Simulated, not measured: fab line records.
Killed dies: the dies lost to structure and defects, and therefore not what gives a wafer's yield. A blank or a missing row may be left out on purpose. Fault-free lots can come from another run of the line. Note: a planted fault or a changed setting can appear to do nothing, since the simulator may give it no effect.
Which tool was responsible?	flow gf180mcu	12 lots with 36 wafers sampled at 3 steps, on a route of 602 steps

WHAT THE GAUGES READ, wafer by wafer
GF_V3_THK_MEAS_03.
lot	measured	on	V3_CVD_02_THK (nm)
L075	day 21 17:01	film-metro-02	837 855 843
L077	day 22 12:58	film-metro-03	840 849 853
L079	day 23 08:10	film-metro-01	850 852 854
L081	day 23 22:43	film-metro-03	837 835 852
L083	day 24 15:33	film-metro-01	855 845 848
L085	day 25 11:37	film-metro-02	838 848 865
L087	day 26 01:40	film-metro-03	864 870 868
L089	day 26 10:43	film-metro-03	837 844 849
L091	day 27 02:13	film-metro-01	836 845 844
L093	day 27 17:42	film-metro-01	855 876 862
L095	day 28 07:18	film-metro-01	835 846 861
L097	day 29 02:23	film-metro-02	857 855 866

TOOL THAT RAN EACH LOT (tool first, then ch and the chambers of the sampled wafers, then the start)
lot	GF_M2_SPUTTER_03	GF_V2_ETCH_16
L075	pvd-sputter-01, day 18 11:46	rie-diel-01 ch 0,1,3, day 20 14:53
L077	pvd-sputter-04, day 19 07:44	rie-diel-01 ch 0,2,3, day 21 10:38
L079	pvd-sputter-04, day 20 05:17	rie-diel-02 ch 0,1, day 22 06:32
L081	pvd-sputter-02, day 20 19:37	rie-diel-04 ch 0,2,3, day 22 21:17
L083	pvd-sputter-02, day 21 14:49	rie-diel-01 ch 0,2,3, day 23 15:08
L085	pvd-sputter-04, day 22 12:26	rie-diel-04 ch 0,3, day 24 11:50
L087	pvd-sputter-02, day 23 04:42	rie-diel-02 ch 0,1,3, day 25 02:20
L089	pvd-sputter-01, day 23 13:40	rie-diel-04 ch 1,2, day 25 10:53
L091	pvd-sputter-04, day 24 07:37	rie-diel-01 ch 0,2,3, day 26 03:29
L093	pvd-sputter-02, day 25 00:32	rie-diel-04 ch 0,2, day 26 19:44
L095	pvd-sputter-01, day 25 13:31	rie-diel-04 ch 0,3, day 27 08:50
L097	pvd-sputter-04, day 26 09:35	rie-diel-01 ch 0,2,3, day 28 03:59
- GF_M2_SPUTTER_03: material Ti, target thk 10 nm, time 6.576 s.
- GF_V2_ETCH_16: etches BARC in N2/H2.

THE ANSWER, worked out from the rows above alone
Rule: usual is defined by the lots themselves. The widest of any qualifying gaps counts: lots, ordered by their means at a reading, are off when they make up no more than a third of the lots, leave a main group of 4 or more, and stand apart from it by 3 or more times the standard deviation of that group's means. Not used: any main group whose means are identical at the precision the tables above print for the reading. Also off: a lot with no number at a reading for which 4 or more lots have one. Any other lot the step has rows for is counted as sound.
Across all readings shown, no lot is off: no conclusion can be drawn from this.

WHAT HAD BEEN PUT IN BY THE SIMULATOR
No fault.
